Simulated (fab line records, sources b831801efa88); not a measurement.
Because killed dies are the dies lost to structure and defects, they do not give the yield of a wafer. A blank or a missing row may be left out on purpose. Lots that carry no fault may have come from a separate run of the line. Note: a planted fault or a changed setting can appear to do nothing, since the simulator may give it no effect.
fab line records    flow sky130
record lots=15  wafers=45  lastDay=51
route steps=708 shown FIELD_ISO@24 DNWELL@43 NWELL@60 GATE_OXIDE@201
lots that met no fault: from a run of the same line without faults
startH: the number of hours between the record's first day and the start of the first shown wafer of the lot    waitH: hours from the lot's prior step to this one    " unchanged from the row above    L1.1+2: a single row standing in for several wafers    - value missing, or start not given    * or withheld: withheld    < > ~ a bound
route shown NAME@n: names a module that has steps shown in the file, with the first one's number in the route    usual: the fault-free wafers' mean and standard deviation    same: alike in all rows    chamber/n: place in a boat    sites: readings site by site    _std_site: how widely they spread, as a standard deviation    _edge_site: outer sites' mean less inner sites'    radiusMm: for every site, how far away it sits from the centre of the wafer    mask NAME#n: copy n    behind: the last tool/chamber to shape the wafer    hold: why the lot went on hold/how many hours it stayed there/how the hold came to an end    device: names the non-switching transistor (n, p or np)    end of line: the same wafers' tests at the end of the route    a step given without rows: its recipe and nothing more    killed: count of dies lost to structure and defects at first sort (not the wafer's yield)    map: dies across one wafer; x = killed, . = not, _ = none there
set.NAME: the run value of the setting; set.NAME@STEP: its run value at that earlier step    model.NAME: the simulator's own value behind a step, which no gauge read
a sample of lots followed through the steps of the route, with each step as a table and each wafer as a row
services: when a tool's chamber went out of use (startH, in hours from the record's first day, below 0 if earlier), for how many hours, and the reason
## steps
# step SKY_FIELD_ISO_THK_MEAS_23
# recipe reads=SiO2_of_FIELD_ISO_OXIDATION_22
# usual FIELD_ISO_OXIDATION_01_THK=10.03/0.24
lot.wafer  tool          chamber  startH  waitH  FIELD_ISO_OXIDATION_01_THK[nm]
L221.1     filmMetro-02  -        33.03   0.0    10.16
L221.3     "             -        "       "      10.10
L221.5     "             -        "       "      10.22
L223.2     filmMetro-02  -        43.25   0.0    9.79
L223.5     "             -        "       "      9.99
L223.6     "             -        "       "      9.79
L224.3     filmMetro-04  -        48.70   0.0    10.51
L224.5     "             -        "       "      10.33
L224.6     "             -        "       "      10.29
L225.4     filmMetro-02  -        51.76   0.0    9.84
L225.5     "             -        "       "      9.92
L225.6     "             -        "       "      9.92
L226.1     filmMetro-02  -        57.80   0.0    10.43
L226.3     "             -        "       "      10.22
L226.5     "             -        "       "      10.31
L227.1     filmMetro-04  -        64.39   0.0    9.98
L227.4     "             -        "       "      9.90
L227.6     "             -        "       "      9.98
L228.1     filmMetro-01  -        68.84   0.0    10.01
L228.3     "             -        "       "      10.13
L228.6     "             -        "       "      10.02
L229.2     filmMetro-01  -        74.33   0.0    10.11
L229.3     "             -        "       "      10.28
L229.4     "             -        "       "      10.37
L233.1     filmMetro-01  -        95.44   0.0    9.90
L233.2     "             -        "       "      9.94
L233.3     "             -        "       "      9.94
L234.2     filmMetro-02  -        100.84  0.0    9.92
L234.5     "             -        "       "      9.95
L234.6     "             -        "       "      9.91
L235.3     filmMetro-02  -        107.20  0.0    9.92
L235.4     "             -        "       "      9.96
L235.6     "             -        "       "      9.87
L236.1     filmMetro-01  -        111.39  0.0    9.79
L236.4     "             -        "       "      9.91
L236.5     "             -        "       "      10.05
L240.1     filmMetro-01  -        131.12  0.0    9.79
L240.2     "             -        "       "      9.71
L240.6     "             -        "       "      9.81
L243.2     filmMetro-04  -        146.35  0.0    9.41
L243.4     "             -        "       "      9.45
L243.5     "             -        "       "      9.36
L244.1     filmMetro-04  -        150.59  0.0    10.38
L244.2     "             -        "       "      10.68
L244.6     "             -        "       "      10.57
# step SKY_DNWELL_STRIP_08
# recipe chemistry=O2/N2  powerW=1400  pressureMtorr=1500  platenTempC=withheld  o2FlowSccm=3000  n2FlowSccm=300  overashFraction=0.5
# usual drypumpMotorCurrentA=5.6/0.34  oesProductAu=0.722/0.0047  stripTimeToEndpointS=36.91/0.1
lot.wafer  tool            chamber  startH  waitH  drypumpMotorCurrentA  oesProductAu  rfHoursCounterH  stripTimeToEndpointS
L221.1     plasmaAsher-03  1        55.28   0.1    5.5                   0.720         24               36.94
L221.3     "               1        "       "      5.5                   0.721         -                36.78
L221.5     "               0        "       "      5.9                   0.720         -                36.86
L223.2     plasmaAsher-03  0        65.73   0.1    5.9                   0.720         26               36.77
L223.5     "               0        "       "      5.9                   0.726         -                36.80
L223.6     "               1        "       "      5.5                   0.723         -                36.69
L224.3     plasmaAsher-03  0        70.02   0.1    5.9                   0.732         -                36.89
L224.5     "               0        "       "      5.9                   0.718         -                36.86
L224.6     "               1        "       "      5.5                   0.720         -                36.79
L225.4     plasmaAsher-04  1        73.86   0.1    5.6                   0.717         -                36.95
L225.5     "               1        "       "      5.6                   0.722         -                36.96
L225.6     "               0        "       "      5.8                   0.724         -                36.89
L226.1     plasmaAsher-04  1        78.09   0.1    5.6                   0.722         38               36.86
L226.3     "               1        "       "      5.6                   0.726         -                36.86
L226.5     "               1        "       "      5.6                   0.714         -                36.85
L227.1     plasmaAsher-04  1        86.33   0.1    5.6                   0.722         39               37.06
L227.4     "               0        "       "      5.7                   0.723         -                37.17
L227.6     "               1        "       "      5.6                   0.717         -                36.97
L228.1     plasmaAsher-04  1        92.43   0.1    5.6                   0.726         39               36.80
L228.3     "               0        "       "      5.8                   0.713         -                36.75
L228.6     "               0        "       "      5.8                   0.723         -                36.88
L229.2     plasmaAsher-01  1        98.39   0.1    5.9                   0.730         43               36.80
L229.3     "               1        "       "      5.9                   0.727         -                36.87
L229.4     "               0        "       "      4.8                   0.721         -                36.82
L233.1     plasmaAsher-01  0        122.23  0.1    4.7                   0.721         0                37.08
L233.2     "               1        "       "      6.0                   0.717         0                37.01
L233.3     "               0        "       "      4.7                   0.718         -                37.18
L234.2     plasmaAsher-04  1        125.69  0.1    5.6                   0.721         43               36.83
L234.5     "               0        "       "      5.7                   0.726         -                36.82
L234.6     "               1        "       "      5.6                   0.728         -                36.92
L235.3     plasmaAsher-01  1        133.31  0.1    5.9                   0.719         -                36.79
L235.4     "               0        "       "      4.7                   0.720         -                36.90
L235.6     "               0        "       "      4.8                   0.714         -                36.82
L236.1     plasmaAsher-04  0        136.28  0.1    5.7                   0.722         44               36.88
L236.4     "               0        "       "      5.7                   0.721         -                37.00
L236.5     "               0        "       "      5.8                   0.718         -                36.96
L240.1     plasmaAsher-03  1        154.43  0.1    5.5                   0.724         34               36.89
L240.2     "               0        "       "      5.9                   0.726         34               36.85
L240.6     "               0        "       "      5.9                   0.720         -                36.86
L243.2     plasmaAsher-03  0        173.13  0.1    5.9                   0.727         36               37.01
L243.4     "               0        "       "      5.9                   0.711         -                37.07
L243.5     "               0        "       "      6.0                   0.721         -                37.03
L244.1     plasmaAsher-03  0        177.33  0.1    5.9                   0.720         36               36.90
L244.2     "               1        "       "      5.4                   0.719         36               36.82
L244.6     "               0        "       "      5.9                   0.719         -                36.89
# step SKY_NWELL_EXPOSE_07
# recipe maskId=NWM  na=0.6  sourceShape=conventional  sigmaOuter=0.6  polarization=unpolarized  targetCdNm=840  doseMj=255
# usual exposureDoseMJCm2=254.95/0.26  focusOffsetNm=0.1/0.48
lot.wafer  tool             chamber  startH  waitH  mask   exposureDoseMJCm2  focusOffsetNm
L221.1     ilineStepper-02  0        80.58   -      NWM#0  255.14             0.5
L221.3     "                0        "       "      NWM#0  255.30             0.5
L221.5     "                0        "       "      NWM#0  255.33             0.7
L223.2     ilineStepper-01  0        91.81   -      NWM#0  254.93             0.8
L223.5     "                0        "       "      NWM#0  254.70             -0.1
L223.6     "                0        "       "      NWM#0  254.78             0.1
L224.3     ilineStepper-02  0        94.50   -      NWM#0  255.10             -0.1
L224.5     "                0        "       "      NWM#0  255.44             -0.5
L224.6     "                0        "       "      NWM#0  254.90             0.0
L225.4     ilineStepper-02  0        99.22   -      NWM#0  254.60             1.0
L225.5     "                0        "       "      NWM#0  255.31             0.2
L225.6     "                0        "       "      NWM#0  255.10             -0.2
L226.1     ilineStepper-01  0        103.56  -      NWM#0  255.22             -0.2
L226.3     "                0        "       "      NWM#0  254.81             0.9
L226.5     "                0        "       "      NWM#0  255.34             -0.5
L227.1     ilineStepper-01  0        111.86  -      NWM#0  255.13             0.3
L227.4     "                0        "       "      NWM#0  254.90             1.3
L227.6     "                0        "       "      NWM#0  254.45             -0.3
L228.1     ilineStepper-02  0        117.41  -      NWM#0  255.03             1.0
L228.3     "                0        "       "      NWM#0  255.16             0.7
L228.6     "                0        "       "      NWM#0  255.25             0.0
L229.2     ilineStepper-02  0        125.40  -      NWM#0  255.21             -0.4
L229.3     "                0        "       "      NWM#0  254.91             -0.8
L229.4     "                0        "       "      NWM#0  254.69             0.1
L233.1     ilineStepper-01  0        151.58  -      NWM#0  254.89             0.5
L233.2     "                0        "       "      NWM#0  254.89             0.2
L233.3     "                0        "       "      NWM#0  254.66             1.1
L234.2     ilineStepper-02  -        154.63  -      NWM#0  -                  -
L234.5     "                -        "       "      NWM#0  -                  -
L234.6     "                -        "       "      NWM#0  -                  -
L235.3     ilineStepper-02  -        163.18  -      NWM#0  -                  -
L235.4     "                -        "       "      NWM#0  -                  -
L235.6     "                -        "       "      NWM#0  -                  -
L236.1     ilineStepper-01  -        166.91  -      NWM#0  -                  -
L236.4     "                -        "       "      NWM#0  -                  -
L236.5     "                -        "       "      NWM#0  -                  -
L240.1     ilineStepper-01  0        185.66  -      NWM#0  255.03             0.0
L240.2     "                0        "       "      NWM#0  254.84             0.1
L240.6     "                0        "       "      NWM#0  254.98             -0.3
L243.2     ilineStepper-02  0        204.35  -      NWM#0  255.09             0.8
L243.4     "                0        "       "      NWM#0  255.52             -0.2
L243.5     "                0        "       "      NWM#0  255.57             0.2
L244.1     ilineStepper-01  0        209.11  -      NWM#0  255.20             -0.3
L244.2     "                0        "       "      NWM#0  254.56             -0.4
L244.6     "                0        "       "      NWM#0  254.68             -0.2
# step SKY_GATE_OXIDE_TW_MEAS_14
# usual GATE_OXIDE_TW=223.3/2.7
lot.wafer  tool          chamber  startH  waitH  GATE_OXIDE_TW
L221.1     filmMetro-04  -        313.42  0.1    226.5
L221.3     "             -        "       "      226.7
L221.5     "             -        "       "      226.1
L223.2     filmMetro-01  -        327.88  0.1    225.9
L223.5     "             -        "       "      223.8
L223.6     "             -        "       "      224.2
L224.3     filmMetro-04  -        331.84  0.1    226.5
L224.5     "             -        "       "      227.0
L224.6     "             -        "       "      227.9
L226.1     filmMetro-04  -        339.82  0.1    225.4
L226.3     "             -        "       "      226.3
L226.5     "             -        "       "      225.8
L225.4     filmMetro-03  -        346.71  0.1    221.2
L225.5     "             -        "       "      220.8
L225.6     "             -        "       "      220.7
L227.1     filmMetro-03  -        359.02  0.1    221.8
L227.4     "             -        "       "      221.9
L227.6     "             -        "       "      220.7
L228.1     filmMetro-01  -        370.23  0.1    227.1
L228.3     "             -        "       "      226.7
L228.6     "             -        "       "      227.2
L229.2     filmMetro-03  -        384.33  0.1    219.3
L229.3     "             -        "       "      220.6
L229.4     "             -        "       "      219.5
L233.1     filmMetro-01  -        421.57  0.1    225.0
L233.2     "             -        "       "      223.8
L233.3     "             -        "       "      225.3
L234.2     filmMetro-03  -        422.38  0.1    220.8
L234.5     "             -        "       "      218.9
L234.6     "             -        "       "      220.3
L235.3     filmMetro-04  -        432.79  0.1    225.0
L235.4     "             -        "       "      224.7
L235.6     "             -        "       "      225.8
L236.1     filmMetro-03  -        439.67  0.1    219.4
L236.4     "             -        "       "      219.9
L236.5     "             -        "       "      220.8
L240.1     filmMetro-03  -        467.47  0.1    219.2
L240.2     "             -        "       "      219.3
L240.6     "             -        "       "      219.1
L243.2     filmMetro-01  -        497.48  0.1    227.3
L243.4     "             -        "       "      225.0
L243.5     "             -        "       "      225.1
L244.1     filmMetro-04  -        501.97  0.1    225.9
L244.2     "             -        "       "      226.5
L244.6     "             -        "       "      226.1
## services
tool             chamber  startH  hours  kind
ilineStepper-01  -        46.97   15.9   repair
plasmaAsher-03   -        60.10   0.7    repair
plasmaAsher-01   -        62.74   7.6    repair
ilineStepper-02  0        89.96   -      calibration
ilineStepper-02  -        101.61  3.9    repair
plasmaAsher-01   -        108.75  9.0    pm
plasmaAsher-01   0        108.75  9.0    ventCycle
plasmaAsher-01   1        108.75  9.0    ventCycle
ilineStepper-02  -        113.85  1.7    pm
plasmaAsher-01   0        117.75  -      clean
plasmaAsher-01   1        117.75  -      clean
ilineStepper-01  -        187.85  4.0    repair
ilineStepper-01  0        197.99  -      calibration
## key
firstSign step=SKY_NWELL_EXPOSE_07  reading=toolRecord  direction=missing
effect none on later readings
metAt SKY_NWELL_EXPOSE_07
struckLots L234,L235,L236
sortLeftOut L234.2,L234.5,L234.6,L235.3,L235.4,L235.6,L236.1,L236.4,L236.5
testerLeftOut L234,L235,L236
notActingAt SKY_FIELD_ISO_THK_MEAS_23,SKY_DNWELL_STRIP_08,SKY_GATE_OXIDE_TW_MEAS_14
onsetBetween 151.58 154.63
fault kind=skippedStepWhole  tool=ilineStepper-01,ilineStepper-02  chamber=-  onsetH=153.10  steps=SKY_NWELL_EXPOSE_07  scope=struckLotsOnly
# testerLeftOut: of these lots the tester's yield and bins aren't shown, on N5 and GAA mostly nor the transistor test; their killed dies are dies lost to structure and defects alone, not to doping, threshold or leakage, so they don't give the yield
# sortLeftOut: the simulated sort isn't trusted on such a fault, so these wafers' sort isn't shown, and their yield isn't known
